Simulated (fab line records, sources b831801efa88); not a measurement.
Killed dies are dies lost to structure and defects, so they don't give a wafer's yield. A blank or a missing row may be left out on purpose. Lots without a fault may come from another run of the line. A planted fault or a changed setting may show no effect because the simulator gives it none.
fab line records | flow gf180mcu
record lots=6 wafers=18 last_day=33
route steps=602 shown NWELL@50 LVPWELL@54 MVSD@66 MVPSD@78 VT_IMPLANT@90
lots that met no fault: from a run of the same line without faults
start_h: hours from the record's first day to the start of the lot's first wafer shown | wait_h: hours since the lot's step before | " the same as in the row above | L1.1+2: a row that stands for several wafers | - no value, or no start given | * or withheld: withheld | < > ~ a bound
route shown NAME@n: a module of which the file shows steps, and the number in the route of the first | usual: mean/standard deviation of fault-free wafers | same: alike in all rows | chamber/n: place in a boat | sites: the reading at each site | _std_site: their standard deviation | _edge_site: outer sites' mean less inner sites' | radius_mm: how far each site lies from the wafer's centre | mask NAME#n: copy n | behind: the tool/chamber that last shaped the wafer | hold: why the lot was held/for how many hours/how that ended | device: the transistor (n, p or np) that didn't switch | end of line: the same wafers' tests at the end of the route | a step without rows: its recipe alone | killed: dies lost to structure and defects at the first sort, not the wafer's yield | map: a wafer's dies, x killed, . not, _ none there
set.NAME: the setting as run; set.NAME@STEP: as run at that earlier step | model.NAME: the simulator's own value behind a step, which no gauge read
lots at some steps of the route; a table a step, a row a wafer
services: from which hour (start_h, from the record's first day; less than 0 if before it) a tool's chamber was out of use, for how many hours, and why
## steps
# step GF_NWELL_IMPLANT_08
# recipe species=P energy_kev=450 dose_cm2=1.5e+13 tilt_deg=0
# step GF_NWELL_IMPLANT_09
# recipe species=P energy_kev=160 dose_cm2=4e+12 tilt_deg=0
# step GF_NWELL_STRIP_10
# recipe chemistry=O2/N2 power_w=1400 pressure_mtorr=1500 platen_temp_c=250 o2_flow_sccm=3000 n2_flow_sccm=300 overash_fraction=0.5
# usual drypump_motor_current_A=6.0/0.43 heater_power_w=337/14 oes_product_au=0.723/0.0044 strip_time_to_endpoint_s=36.93/0.098
# columns lot.wafer tool chamber start_h wait_h drypump_motor_current_A heater_power_w oes_product_au rf_hours_counter_h strip_time_to_endpoint_s
L725.1 plasma_asher-04 0 60.24 0.1 6.0 335 0.725 41 37.08
L725.3 " 0 " " 5.9 331 0.717 - 37.01
L725.6 " 1 " " 6.6 340 0.721 - 37.15
L731.1 plasma_asher-02 0 89.99 0.1 5.4 352 0.731 29 36.76
L731.3 " 1 " " 6.4 338 0.725 - 36.86
L731.4 " 0 " " 5.4 344 0.720 - 36.88
L733.4 plasma_asher-03 1 102.83 0.1 5.6 351 0.714 - 36.80
L733.5 " 0 " " 6.1 318 0.724 - 36.87
L733.6 " 1 " " 5.6 347 0.718 - 36.81
L734.3 plasma_asher-02 1 105.08 0.1 6.4 347 0.723 - 36.86
L734.4 " 0 " " 5.4 353 0.716 - 36.93
L734.6 " 0 " " 5.4 355 0.723 - 37.01
L743.2 plasma_asher-04 0 154.44 0.1 5.9 334 0.729 4 37.05
L743.3 " 0 " " 6.0 328 0.714 - 36.98
L743.6 " 0 " " 6.0 329 0.724 - 37.02
L744.2 plasma_asher-04 0 159.79 0.1 5.9 329 0.715 5 36.80
L744.4 " 1 " " 6.6 329 0.723 - 36.69
L744.5 " 1 " " 6.6 331 0.722 - 36.71
# step GF_NWELL_TW_MEAS_11
# usual NWELL_TW=1569/15
# columns lot.wafer tool chamber start_h wait_h NWELL_TW
L725.1 film_metro-03 - 60.34 0.1 1561
L725.3 " - " " 1564
L725.6 " - " " 1569
L731.1 film_metro-01 - 90.09 0.1 1559
L731.3 " - " " 1560
L731.4 " - " " 1555
L733.4 film_metro-03 - 102.92 0.1 1559
L733.5 " - " " 1558
L733.6 " - " " 1554
L734.3 film_metro-04 - 105.17 0.1 1577
L734.4 " - " " 1584
L734.6 " - " " 1589
L743.2 film_metro-03 - 154.55 0.1 1542
L743.3 " - " " 1555
L743.6 " - " " 1552
L744.2 film_metro-04 - 159.90 0.1 1600
L744.4 " - " " 1604
L744.5 " - " " 1595
# step GF_LVPWELL_DEHYDRATE_00
# recipe temp_c=200 time_s=60
# step GF_LVPWELL_HMDS_01
# recipe prime_time_s=60 prime_temp_c=120
# step GF_LVPWELL_COAT_02
# recipe spin_rpm=1974 resist_thk_nm=3000
# step GF_LVPWELL_SOFTBAKE_03
# recipe temp_c=110 time_s=withheld
# step GF_LVPWELL_EXPOSE_04
# recipe mask_id=LVPWELL target_cd_nm=600 na=0.6 source_shape=conventional sigma_outer=0.6 dose_mj=260
# step GF_LVPWELL_PEB_05
# recipe temp_c=115 time_s=withheld
# step GF_LVPWELL_DEVELOP_06
# recipe wall_angle_deg=90 develop_time_s=60 dev_temp_c=23
# step GF_LVPWELL_OVL_MEAS_07
# usual LVPWELL_OVL=0.4/1.6
# columns lot.wafer tool chamber start_h wait_h LVPWELL_OVL[nm]
L725.1 overlay-01 - 72.96 - -0.3
L725.3 " - " " -1.1
L725.6 " - " " -0.5
L731.1 overlay-02 - 103.59 - 0.5
L731.3 " - " " 0.4
L731.4 " - " " 0.9
L733.4 overlay-01 - 116.56 - -0.2
L733.5 " - " " 0.2
L733.6 " - " " 0.0
L734.3 overlay-02 - 119.35 - 0.4
L734.4 " - " " 0.8
L734.6 " - " " 3.4
L743.2 overlay-01 - 170.96 - 0.8
L743.3 " - " " -0.6
L743.6 " - " " -0.9
L744.2 overlay-01 - 175.86 - -1.9
L744.4 " - " " -2.9
L744.5 " - " " -0.8
# step GF_LVPWELL_IMPLANT_08
# recipe species=B energy_kev=170 dose_cm2=1.5e+13 tilt_deg=0
# usual implant_ion_amu=11/0
# columns lot.wafer tool chamber start_h wait_h implant_ion_amu model.implant.rp_nm model.implant.drp_nm
L725.1 implanter-04 0 72.99 0.0 11 489.9 102.4
L725.3 " 0 " " 11 489.9 102.4
L725.6 " 0 " " 11 489.9 102.4
L731.1 implanter-03 0 103.63 0.0 11 487.1 102.4
L731.3 " 0 " " 11 487.1 102.4
L731.4 " 0 " " 11 487.1 102.4
L733.4 implanter-03 0 116.65 0.1 11 496.6 102.4
L733.5 " 0 " " 11 496.6 102.4
L733.6 " 0 " " 11 496.6 102.4
L734.3 implanter-03 0 119.43 0.1 11 478.2 102.4
L734.4 " 0 " " 11 478.2 102.4
L734.6 " 0 " " 11 478.2 102.4
L743.2 implanter-03 0 171.02 0.0 31 217.5 68.9
L743.3 " 0 " " 31 217.5 68.9
L743.6 " 0 " " 31 217.5 68.9
L744.2 implanter-01 0 175.91 0.0 31 219.1 68.9
L744.4 " 0 " " 31 219.1 68.9
L744.5 " 0 " " 31 219.1 68.9
# step GF_LVPWELL_IMPLANT_09
# recipe species=B energy_kev=60 dose_cm2=5e+12 tilt_deg=0
# step GF_LVPWELL_STRIP_10
# recipe chemistry=O2/N2 power_w=1400 pressure_mtorr=1500 platen_temp_c=250 o2_flow_sccm=3000 n2_flow_sccm=300 overash_fraction=0.5
# usual drypump_motor_current_A=5.8/0.41 heater_power_w=331/12 oes_product_au=0.723/0.0045 strip_time_to_endpoint_s=37.19/0.12
# columns lot.wafer tool chamber start_h wait_h drypump_motor_current_A heater_power_w oes_product_au rf_hours_counter_h strip_time_to_endpoint_s
L725.1 plasma_asher-04 1 73.29 0.1 6.6 339 0.725 42 37.21
L725.3 " 0 " " 6.0 330 0.717 - 37.13
L725.6 " 1 " " 6.6 332 0.719 - 37.27
L731.1 plasma_asher-03 0 103.93 0.1 6.1 320 0.725 45 37.34
L731.3 " 0 " " 6.1 320 0.717 - 37.39
L731.4 " 1 " " 5.6 343 0.728 - 37.39
L733.4 plasma_asher-03 0 116.91 0.1 6.1 314 0.727 - 37.38
L733.5 " 1 " " 5.6 346 0.724 - 37.36
L733.6 " 0 " " 6.1 310 0.718 - 37.46
L734.3 plasma_asher-01 0 119.71 0.1 5.5 333 0.724 - 37.03
L734.4 " 1 " " 5.4 335 0.722 - 37.01
L734.6 " 1 " " 5.4 333 0.722 - 37.05
L743.2 plasma_asher-01 0 171.29 0.1 5.5 317 0.725 51 37.21
L743.3 " 1 " " 5.4 333 0.723 - 37.42
L743.6 " 0 " " 5.5 333 0.725 - 37.27
L744.2 plasma_asher-03 0 176.19 0.1 6.1 316 0.725 52 37.19
L744.4 " 1 " " 5.6 352 0.717 - 37.12
L744.5 " 1 " " 5.6 344 0.732 - 37.17
# step GF_LVPWELL_TW_MEAS_11
# usual LVPWELL_TW=558/6.1
# columns lot.wafer tool chamber start_h wait_h LVPWELL_TW
L725.1 film_metro-03 - 73.39 0.1 559
L725.3 " - " " 558
L725.6 " - " " 558
L731.1 film_metro-04 - 104.03 0.1 564
L731.3 " - " " 565
L731.4 " - " " 567
L733.4 film_metro-03 - 117.01 0.1 552
L733.5 " - " " 554
L733.6 " - " " 554
L734.3 film_metro-01 - 119.80 0.1 553
L734.4 " - " " 556
L734.6 " - " " 557
L743.2 film_metro-03 - 171.40 0.1 1285
L743.3 " - " " 1281
L743.6 " - " " 1288
L744.2 film_metro-01 - 176.30 0.1 1299
L744.4 " - " " 1306
L744.5 " - " " 1305
# step GF_MVSD_DEHYDRATE_00
# recipe temp_c=200 time_s=60
# step GF_MVSD_HMDS_01
# recipe prime_time_s=60 prime_temp_c=120
# step GF_MVSD_COAT_02
# recipe spin_rpm=2000 resist_thk_nm=3000
# step GF_MVSD_SOFTBAKE_03
# recipe temp_c=110 time_s=withheld
# step GF_MVSD_EXPOSE_04
# recipe mask_id=MVSD target_cd_nm=1000 na=0.6 source_shape=conventional sigma_outer=0.6 dose_mj=260
# step GF_MVSD_PEB_05
# recipe temp_c=115 time_s=withheld
# step GF_MVSD_DEVELOP_06
# recipe wall_angle_deg=90 develop_time_s=60 dev_temp_c=23
# step GF_MVSD_OVL_MEAS_07
# usual MVSD_OVL=-0.4/1.7
# columns lot.wafer tool chamber start_h wait_h MVSD_OVL[nm]
L725.1 overlay-02 - 85.79 - -0.3
L725.3 " - " " -2.7
L725.6 " - " " -0.6
L731.1 overlay-02 - 118.69 - 0.5
L731.3 " - " " 1.7
L731.4 " - " " -0.5
L733.4 overlay-02 - 131.72 - 0.5
L733.5 " - " " 1.7
L733.6 " - " " 1.7
L734.3 overlay-02 - 134.55 - 0.0
L734.4 " - " " 1.2
L734.6 " - " " -2.5
L743.2 overlay-02 - 187.86 - 0.7
L743.3 " - " " -1.3
L743.6 " - " " -0.2
L744.2 overlay-02 - 192.51 - 2.1
L744.4 " - " " 0.7
L744.5 " - " " -0.6
# step GF_MVSD_IMPLANT_08
# recipe species=P energy_kev=400 dose_cm2=1.6e+13 tilt_deg=0
# step GF_MVSD_IMPLANT_09
# recipe species=P energy_kev=100 dose_cm2=5e+12 tilt_deg=0
# step GF_MVSD_STRIP_10
# recipe chemistry=O2/N2 power_w=1400 pressure_mtorr=1500 platen_temp_c=250 o2_flow_sccm=3000 n2_flow_sccm=300 overash_fraction=0.5
# usual drypump_motor_current_A=5.7/0.34 heater_power_w=335/13 oes_product_au=0.722/0.0047 strip_time_to_endpoint_s=36.96/0.088
# columns lot.wafer tool chamber start_h wait_h drypump_motor_current_A heater_power_w oes_product_au rf_hours_counter_h strip_time_to_endpoint_s
L725.1 plasma_asher-01 1 86.13 0.1 5.4 341 0.723 42 36.97
L725.3 " 0 " " 5.5 323 0.725 - 36.86
L725.6 " 0 " " 5.5 324 0.725 - 36.92
L731.1 plasma_asher-03 0 119.03 0.1 6.1 320 0.723 47 36.99
L731.3 " 0 " " 6.1 312 0.720 - 36.91
L731.4 " 1 " " 5.6 360 0.717 - 36.97
L733.4 plasma_asher-01 0 132.07 0.1 5.5 329 0.723 - 36.88
L733.5 " 1 " " 5.4 334 0.723 - 36.98
L733.6 " 0 " " 5.5 321 0.710 - 36.93
L734.3 plasma_asher-01 0 134.91 0.1 5.5 316 0.721 - 36.99
L734.4 " 1 " " 5.4 333 0.710 - 36.98
L734.6 " 1 " " 5.4 340 0.724 - 36.96
L743.2 plasma_asher-01 1 188.19 0.1 5.4 340 0.722 53 37.00
L743.3 " 0 " " 5.5 323 0.732 - 36.97
L743.6 " 1 " " 5.4 338 0.721 - 37.07
L744.2 plasma_asher-03 0 192.84 0.1 6.1 320 0.725 53 37.01
L744.4 " 0 " " 6.1 309 0.716 - 36.97
L744.5 " 1 " " 5.6 352 0.724 - 36.97
# step GF_MVSD_TW_MEAS_11
# usual MVSD_TW=1575/20
# columns lot.wafer tool chamber start_h wait_h MVSD_TW
L725.1 film_metro-04 - 86.23 0.1 1596
L725.3 " - " " 1596
L725.6 " - " " 1585
L731.1 film_metro-03 - 119.13 0.1 1566
L731.3 " - " " 1562
L731.4 " - " " 1574
L733.4 film_metro-03 - 132.17 0.1 1565
L733.5 " - " " 1561
L733.6 " - " " 1572
L734.3 film_metro-03 - 135.00 0.1 1566
L734.4 " - " " 1573
L734.6 " - " " 1568
L743.2 film_metro-03 - 188.30 0.1 1553
L743.3 " - " " 1550
L743.6 " - " " 1559
L744.2 film_metro-04 - 192.95 0.1 1609
L744.4 " - " " 1618
L744.5 " - " " 1606
# step GF_MVPSD_DEHYDRATE_00
# recipe temp_c=200 time_s=60
# step GF_MVPSD_HMDS_01
# recipe prime_time_s=60 prime_temp_c=120.9
# step GF_MVPSD_COAT_02
# recipe spin_rpm=2000 resist_thk_nm=3000
# step GF_MVPSD_SOFTBAKE_03
# recipe temp_c=110 time_s=withheld
# step GF_MVPSD_EXPOSE_04
# recipe mask_id=MVPSD target_cd_nm=1000 na=0.6 source_shape=conventional sigma_outer=0.6 dose_mj=260
# step GF_MVPSD_PEB_05
# recipe temp_c=115 time_s=withheld
# step GF_MVPSD_DEVELOP_06
# recipe wall_angle_deg=90 develop_time_s=60 dev_temp_c=23
# step GF_MVPSD_OVL_MEAS_07
# usual MVPSD_OVL=-0.7/1.3
# columns lot.wafer tool chamber start_h wait_h MVPSD_OVL[nm]
L725.1 overlay-01 - 99.86 - 0.1
L725.3 " - " " -2.5
L725.6 " - " " -2.1
L731.1 overlay-02 - 133.36 - -0.8
L731.3 " - " " 0.7
L731.4 " - " " -0.2
L733.4 overlay-02 - 147.18 - -1.4
L733.5 " - " " -0.4
L733.6 " - " " 0.2
L734.3 overlay-02 - 150.12 - 0.3
L734.4 " - " " -1.0
L734.6 " - " " 0.5
L743.2 overlay-02 - 205.61 - 2.4
L743.3 " - " " 1.2
L743.6 " - " " 0.9
L744.2 overlay-01 - 209.96 - -0.9
L744.4 " - " " -0.6
L744.5 " - " " 1.0
# step GF_MVPSD_IMPLANT_08
# recipe species=B energy_kev=170 dose_cm2=1.5e+13 tilt_deg=0
# step GF_MVPSD_IMPLANT_09
# recipe species=B energy_kev=40 dose_cm2=5e+12 tilt_deg=0
# step GF_MVPSD_STRIP_10
# recipe chemistry=O2/N2 power_w=1400 pressure_mtorr=1500 platen_temp_c=250 o2_flow_sccm=3000 n2_flow_sccm=300 overash_fraction=0.5
# usual drypump_motor_current_A=5.9/0.49 heater_power_w=337/9.6 oes_product_au=0.723/0.0046 strip_time_to_endpoint_s=37.02/0.11
# columns lot.wafer tool chamber start_h wait_h drypump_motor_current_A heater_power_w oes_product_au rf_hours_counter_h strip_time_to_endpoint_s
L725.1 plasma_asher-04 0 100.20 0.1 5.9 336 0.718 45 36.98
L725.3 " 1 " " 6.6 338 0.724 - 36.97
L725.6 " 1 " " 6.6 337 0.712 - 37.05
L731.1 plasma_asher-04 0 133.69 0.1 5.9 328 0.727 2 37.03
L731.3 " 0 " " 5.9 335 0.725 - 37.18
L731.4 " 1 " " 6.6 323 0.728 - 37.05
L733.4 plasma_asher-04 0 147.53 0.1 5.9 328 0.724 - 37.05
L733.5 " 1 " " 6.6 342 0.726 - 36.92
L733.6 " 0 " " 5.9 335 0.723 - 37.03
L734.3 plasma_asher-01 0 150.47 0.1 5.5 328 0.722 - 37.06
L734.4 " 1 " " 5.4 330 0.719 - 37.04
L734.6 " 1 " " 5.4 335 0.718 - 37.02
L743.2 plasma_asher-01 0 205.94 0.1 5.5 327 0.716 54 37.04
L743.3 " 1 " " 5.4 330 0.725 - 37.15
L743.6 " 1 " " 5.4 338 0.728 - 36.96
L744.2 plasma_asher-02 0 210.29 0.1 5.4 350 0.722 42 36.98
L744.4 " 1 " " 6.4 352 0.731 - 37.05
L744.5 " 0 " " 5.3 350 0.736 - 36.98
# step GF_MVPSD_TW_MEAS_11
# usual MVPSD_TW=553/6.9
# columns lot.wafer tool chamber start_h wait_h MVPSD_TW
L725.1 film_metro-04 - 100.30 0.1 557
L725.3 " - " " 560
L725.6 " - " " 558
L731.1 film_metro-01 - 133.79 0.1 551
L731.3 " - " " 552
L731.4 " - " " 553
L733.4 film_metro-01 - 147.63 0.1 551
L733.5 " - " " 555
L733.6 " - " " 550
L734.3 film_metro-04 - 150.56 0.1 562
L734.4 " - " " 562
L734.6 " - " " 558
L743.2 film_metro-01 - 206.05 0.1 545
L743.3 " - " " 542
L743.6 " - " " 545
L744.2 film_metro-03 - 210.40 0.1 548
L744.4 " - " " 548
L744.5 " - " " 548
# step GF_VT_IMPLANT_DEHYDRATE_00
# recipe temp_c=200 time_s=60
# step GF_VT_IMPLANT_HMDS_01
# recipe prime_time_s=60 prime_temp_c=120
# step GF_VT_IMPLANT_RS_MEAS_48
# recipe thk_meas_gauge=four-point-probe
# usual LVPWELL_RS=1197/3.3
# columns lot.wafer tool chamber start_h wait_h LVPWELL_RS[ohm/sq]
L725.1 film_metro-01 - 161.33 0.1 1203
L725.3 " - " " 1202
L725.6 " - " " 1202
L731.1 film_metro-04 - 199.59 0.1 1195
L731.3 " - " " 1193
L731.4 " - " " 1192
L733.4 film_metro-03 - 214.11 0.1 1194
L733.5 " - " " 1195
L733.6 " - " " 1198
L734.3 film_metro-03 - 218.23 0.1 1192
L734.4 " - " " 1194
L734.6 " - " " 1194
L743.2 film_metro-01 - 280.40 0.1 -
L743.3 " - " " -
L743.6 " - " " -
L744.2 film_metro-01 - 285.15 0.1 -
L744.4 " - " " -
L744.5 " - " " -
## services
# columns tool chamber start_h hours kind
plasma_asher-01 - 37.14 2.2 repair
implanter-04 - 43.90 8.9 pm
plasma_asher-03 - 55.29 2.8 pm
implanter-03 - 71.18 1.5 repair
plasma_asher-04 - 108.75 9.0 pm
plasma_asher-04 0 108.75 9.0 vent_cycle
plasma_asher-04 1 108.75 9.0 vent_cycle
plasma_asher-04 0 117.75 - clean
plasma_asher-04 1 117.75 - clean
implanter-04 - 119.20 3.9 repair
implanter-03 - 129.00 6.6 repair
plasma_asher-03 - 150.06 5.4 repair
plasma_asher-02 - 150.37 4.2 repair
plasma_asher-01 - 157.60 0.9 repair
plasma_asher-03 - 166.52 0.7 repair
implanter-04 - 184.90 2.3 repair
implanter-01 - 205.44 3.8 repair
## key
first_sign step=GF_LVPWELL_IMPLANT_08 reading=implant_ion_amu direction=up sigmas=99+ usual=11 struck=31
effect step=GF_LVPWELL_TW_MEAS_11 reading=LVPWELL_TW direction=up sigmas=99+ usual=558 struck=1294
effect step=GF_VT_IMPLANT_RS_MEAS_48 reading=LVPWELL_RS direction=missing
model_effect step=GF_LVPWELL_IMPLANT_08 value=implant.rp_nm without=492.2 struck=218.3
met_at GF_LVPWELL_IMPLANT_08
struck_wafers L743.2,L743.3,L743.6,L744.2,L744.4,L744.5
sort_left_out L743.2,L743.3,L743.6,L744.2,L744.4,L744.5
tester_left_out L743,L744
onset_between 119.43 171.02
fault kind=wrong_recipe_download tool=implanter-01,implanter-03,implanter-04 chamber=- onset_h=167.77 steps=GF_LVPWELL_IMPLANT_08 wrong_recipe.not_listed=1
# tester_left_out: of these lots the tester's yield and bins aren't shown, on N5 and GAA mostly nor the transistor test; their killed dies are dies lost to structure and defects alone, not to doping, threshold or leakage, so they don't give the yield
# sort_left_out: the simulated sort isn't trusted on such a fault, so these wafers' sort isn't shown, and their yield isn't known
